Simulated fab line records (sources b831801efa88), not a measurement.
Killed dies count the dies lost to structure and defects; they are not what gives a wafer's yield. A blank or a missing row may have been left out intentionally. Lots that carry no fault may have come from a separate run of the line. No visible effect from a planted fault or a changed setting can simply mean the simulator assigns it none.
Which tool is to blame? / flow sky130 / 13 lots with 39 wafers sampled at 4 steps, on a route of 708 steps

== WHAT THE GAUGES READ, wafer by wafer ==
SKY_VT_ADJUST_HVTP_CD_MEAS_07 targets a cd of 380 nm.
lot=L811; measured=day 6 02:53; on=cd_sem-02; cd_nm (nm)=378.3 379.2 376.9
lot=L813; measured=day 6 16:16; on=cd_sem-01; cd_nm (nm)=381.2 382.6 383.9
lot=L814; measured=day 6 19:47; on=cd_sem-01; cd_nm (nm)=373.4 377.2 379.9
lot=L817; measured=day 7 13:30; on=cd_sem-01; cd_nm (nm)=377.8 379.3 379.7
lot=L818; measured=day 7 22:23; on=cd_sem-01; cd_nm (nm)=374.1 373.8 376.2
lot=L820; measured=day 8 10:02; on=cd_sem-01; cd_nm (nm)=380.3 380.5 381.4
lot=L826; measured=day 9 21:50; on=cd_sem-02; cd_nm (nm)=381.7 381.9 382.9
lot=L827; measured=day 10 06:23; on=cd_sem-01; cd_nm (nm)=380.9 378.7 379.7
lot=L828; measured=day 10 13:35; on=cd_sem-01; cd_nm (nm)=378.2 380.8 376.8
lot=L829; measured=day 10 23:20; on=cd_sem-02; cd_nm (nm)=379.0 379.7 379.2
lot=L831; measured=day 11 10:53; on=cd_sem-01; cd_nm (nm)=379.3 382.5 378.3
lot=L832; measured=day 11 20:24; on=cd_sem-02; cd_nm (nm)=385.7 387.1 383.0
lot=L833; measured=day 12 01:25; on=cd_sem-01; cd_nm (nm)=380.1 383.9 383.4

== WHICH TOOL RAN EACH LOT (tool, then ch and the chambers of the sampled wafers, then the start) ==
lot=L811; SKY_FIELD_ISO_ETCH_15=rie_diel-01 ch 2,3, day 2 05:19; SKY_FIELD_ISO_CMP_27=cmp-02 ch 0,1,2, day 2 11:04; SKY_NWELL_IMPLANT_12=implanter-01 ch 0, day 4 14:50
lot=L813; SKY_FIELD_ISO_ETCH_15=rie_diel-03 ch 0,3, day 2 16:58; SKY_FIELD_ISO_CMP_27=cmp-01 ch 0,2, day 2 20:54; SKY_NWELL_IMPLANT_12=implanter-01 ch 0, day 5 03:05
lot=L814; SKY_FIELD_ISO_ETCH_15=rie_diel-03 ch 0,3, day 2 21:01; SKY_FIELD_ISO_CMP_27=cmp-02 ch 0,3, day 3 01:18; SKY_NWELL_IMPLANT_12=implanter-04 ch 0, day 5 07:13
lot=L817; SKY_FIELD_ISO_ETCH_15=rie_diel-03 ch 0,1,2, day 3 11:54; SKY_FIELD_ISO_CMP_27=cmp-01 ch 0,2,3, day 3 16:30; SKY_NWELL_IMPLANT_12=implanter-03 ch 0, day 5 23:11
lot=L818; SKY_FIELD_ISO_ETCH_15=rie_diel-01 ch 0,2,3, day 3 17:04; SKY_FIELD_ISO_CMP_27=cmp-02 ch 1,2, day 3 21:49; SKY_NWELL_IMPLANT_12=implanter-03 ch 0, day 6 06:56
lot=L820; SKY_FIELD_ISO_ETCH_15=rie_diel-04 ch 0,1,2, day 4 02:49; SKY_FIELD_ISO_CMP_27=cmp-01 ch 0,2,3, day 4 08:46; SKY_NWELL_IMPLANT_12=implanter-03 ch 0, day 6 18:23
lot=L826; SKY_FIELD_ISO_ETCH_15=rie_diel-04 ch 1,3, day 5 09:49; SKY_FIELD_ISO_CMP_27=cmp-01 ch 1,3, day 5 14:30; SKY_NWELL_IMPLANT_12=implanter-01 ch 0, day 8 03:23
lot=L827; SKY_FIELD_ISO_ETCH_15=rie_diel-03 ch 0,2,3, day 5 15:24; SKY_FIELD_ISO_CMP_27=cmp-02 ch 0,1,2, day 5 20:44; SKY_NWELL_IMPLANT_12=implanter-01 ch 0, day 8 10:23
lot=L828; SKY_FIELD_ISO_ETCH_15=rie_diel-03 ch 1,3, day 5 20:40; SKY_FIELD_ISO_CMP_27=cmp-02 ch 1,2,3, day 6 02:05; SKY_NWELL_IMPLANT_12=implanter-01 ch 0, day 8 16:53
lot=L829; SKY_FIELD_ISO_ETCH_15=rie_diel-04 ch 1,2,3, day 6 04:04; SKY_FIELD_ISO_CMP_27=cmp-01 ch 0,1,3, day 6 08:39; SKY_NWELL_IMPLANT_12=implanter-01 ch 0, day 9 02:04
lot=L831; SKY_FIELD_ISO_ETCH_15=rie_diel-01 ch 1,2,3, day 6 16:06; SKY_FIELD_ISO_CMP_27=cmp-01 ch 0,1,2, day 6 19:31; SKY_NWELL_IMPLANT_12=implanter-03 ch 0, day 9 12:28
lot=L832; SKY_FIELD_ISO_ETCH_15=rie_diel-01 ch 0,3, day 7 00:21; SKY_FIELD_ISO_CMP_27=cmp-01 ch 0,1,3, day 7 04:14; SKY_NWELL_IMPLANT_12=implanter-03 ch 0, day 9 21:30
lot=L833; SKY_FIELD_ISO_ETCH_15=rie_diel-03 ch 1,2,3, day 7 03:37; SKY_FIELD_ISO_CMP_27=cmp-02 ch 0,1,3, day 7 07:00; SKY_NWELL_IMPLANT_12=implanter-03 ch 0, day 10 02:39
- SKY_FIELD_ISO_ETCH_15: etches the open film in CHF3/O2, stops on Si, target depth 180 nm, time 72 s.
- SKY_FIELD_ISO_CMP_27: polishes, stops on Si3N4, t overpolish 16 s, target thk 457.8 nm.
- SKY_NWELL_IMPLANT_12

== WHAT THE TOOLS THEMSELVES READ (means of the sampled wafers that have a number; where no wafer has one, the mark that the record gives instead) ==
SKY_FIELD_ISO_ETCH_15.
lot=L811; tool=rie_diel-01; drypump_motor_current_A (A)=5.4; oes_product_au (a.u.)=0.955; throttle_valve_pct (%)=8.858
lot=L813; tool=rie_diel-03; drypump_motor_current_A (A)=5.6; oes_product_au (a.u.)=0.950; throttle_valve_pct (%)=8.845
lot=L814; tool=rie_diel-03; drypump_motor_current_A (A)=5.2; oes_product_au (a.u.)=0.944; throttle_valve_pct (%)=8.841
lot=L817; tool=rie_diel-03; drypump_motor_current_A (A)=5.9; oes_product_au (a.u.)=0.947; throttle_valve_pct (%)=8.847
lot=L818; tool=rie_diel-01; drypump_motor_current_A (A)=5.2; oes_product_au (a.u.)=0.955; throttle_valve_pct (%)=8.848
lot=L820; tool=rie_diel-04; drypump_motor_current_A (A)=6.1; oes_product_au (a.u.)=0.948; throttle_valve_pct (%)=8.847
lot=L826; tool=rie_diel-04; drypump_motor_current_A (A)=5.9; oes_product_au (a.u.)=0.951; throttle_valve_pct (%)=8.848
lot=L827; tool=rie_diel-03; drypump_motor_current_A (A)=5.5; oes_product_au (a.u.)=0.949; throttle_valve_pct (%)=8.840
lot=L828; tool=rie_diel-03; drypump_motor_current_A (A)=5.5; oes_product_au (a.u.)=0.947; throttle_valve_pct (%)=8.846
lot=L829; tool=rie_diel-04; drypump_motor_current_A (A)=5.9; oes_product_au (a.u.)=0.940; throttle_valve_pct (%)=8.841
lot=L831; tool=rie_diel-01; drypump_motor_current_A (A)=5.7; oes_product_au (a.u.)=0.948; throttle_valve_pct (%)=8.850
lot=L832; tool=rie_diel-01; drypump_motor_current_A (A)=5.4; oes_product_au (a.u.)=0.951; throttle_valve_pct (%)=8.845
lot=L833; tool=rie_diel-03; drypump_motor_current_A (A)=5.4; oes_product_au (a.u.)=0.951; throttle_valve_pct (%)=8.853

SKY_FIELD_ISO_CMP_27.
lot=L811; tool=cmp-02; motor_current_A (A)=11.7; overpolish_run_s (s)=16.004; time_to_endpoint_s (s)=112
lot=L813; tool=cmp-01; motor_current_A (A)=11.1; overpolish_run_s (s)=16.002; time_to_endpoint_s (s)=111
lot=L814; tool=cmp-02; motor_current_A (A)=11.1; overpolish_run_s (s)=16.000; time_to_endpoint_s (s)=114
lot=L817; tool=cmp-01; motor_current_A (A)=12.0; overpolish_run_s (s)=16.000; time_to_endpoint_s (s)=110
lot=L818; tool=cmp-02; motor_current_A (A)=11.6; overpolish_run_s (s)=15.998; time_to_endpoint_s (s)=115
lot=L820; tool=cmp-01; motor_current_A (A)=12.0; overpolish_run_s (s)=15.997; time_to_endpoint_s (s)=111
lot=L826; tool=cmp-01; motor_current_A (A)=11.3; overpolish_run_s (s)=16.007; time_to_endpoint_s (s)=110
lot=L827; tool=cmp-02; motor_current_A (A)=11.5; overpolish_run_s (s)=15.998; time_to_endpoint_s (s)=117
lot=L828; tool=cmp-02; motor_current_A (A)=12.3; overpolish_run_s (s)=15.991; time_to_endpoint_s (s)=113
lot=L829; tool=cmp-01; motor_current_A (A)=12.0; overpolish_run_s (s)=15.994; time_to_endpoint_s (s)=113
lot=L831; tool=cmp-01; motor_current_A (A)=11.0; overpolish_run_s (s)=15.998; time_to_endpoint_s (s)=113
lot=L832; tool=cmp-01; motor_current_A (A)=12.0; overpolish_run_s (s)=16.005; time_to_endpoint_s (s)=107
lot=L833; tool=cmp-02; motor_current_A (A)=11.9; overpolish_run_s (s)=15.996; time_to_endpoint_s (s)=114

SKY_NWELL_IMPLANT_12.
lot=L811 tool=implanter-01 dose_ions_cm2=1.3e+12 faraday_current_uA=7.32
lot=L813 tool=implanter-01 dose_ions_cm2=1.3e+12 faraday_current_uA=7.34
lot=L814 tool=implanter-04 dose_ions_cm2=1.3e+12 faraday_current_uA=7.20
lot=L817 tool=implanter-03 dose_ions_cm2=1.3e+12 faraday_current_uA=7.22
lot=L818 tool=implanter-03 dose_ions_cm2=1.3e+12 faraday_current_uA=7.41
lot=L820 tool=implanter-03 dose_ions_cm2=1.3e+12 faraday_current_uA=7.42
lot=L826 tool=implanter-01 dose_ions_cm2=1.3e+12 faraday_current_uA=7.27
lot=L827 tool=implanter-01 dose_ions_cm2=1.4e+12 faraday_current_uA=7.98
lot=L828 tool=implanter-01 dose_ions_cm2=1.4e+12 faraday_current_uA=7.84
lot=L829 tool=implanter-01 dose_ions_cm2=1.4e+12 faraday_current_uA=8.00
lot=L831 tool=implanter-03 dose_ions_cm2=1.3e+12 faraday_current_uA=7.49
lot=L832 tool=implanter-03 dose_ions_cm2=1.3e+12 faraday_current_uA=7.38
lot=L833 tool=implanter-03 dose_ions_cm2=1.3e+12 faraday_current_uA=7.41

== THE ANSWER, worked out from the rows above alone ==
Rule: the lots themselves supply what counts as usual. The widest of any qualifying gaps counts: lots, ordered by their means at a reading, are off when they make up no more than a third of the lots, leave a main group of 4 or more, and stand apart from it by 3 or more times the standard deviation of that group's means. If all means in a main group match to the digits the tables above print for the reading, that group is not used. A lot without any number at a reading at which 4 lots or more have one is off too. Any other lot the step has rows for is counted as sound. After the gauges, taken in route order, come the tools' own readings; for these a lot's mean is taken, as printed above. At the first step where some lot is off, the reading lying furthest off is the one used; lots without a number count as furthest.
Off, at SKY_NWELL_IMPLANT_12 on faraday_current_uA: L827, L828, L829. Main group: mean 7.35, sd 0.089.
A tool fits if, at that step or a process step before it, it ran every lot that is off, and no sound lot after the first of them. One fits: SKY_NWELL_IMPLANT_12 on implanter-01. A fault onset in the window from L826 (day 8 03:23, its last sound lot) to L827 (day 8 10:23, its first lot off) fits.
The tool's own readings at SKY_NWELL_IMPLANT_12 bear it out: on the lots that are off they differ by more than 5 times the standard deviation of the sound lots' means. dose_ions_cm2 reads 1.4e+12 there against 1.3e+12 on the sound lots; faraday_current_uA reads 7.94 there against 7.35 on the sound lots.

== WHAT THE SIMULATOR HAD PUT IN ==
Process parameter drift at SKY_NWELL_IMPLANT_12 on implanter-01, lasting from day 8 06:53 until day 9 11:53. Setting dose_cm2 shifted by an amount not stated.
Shown lots that were struck: L827, L828, L829. This agrees with what the rule above found.
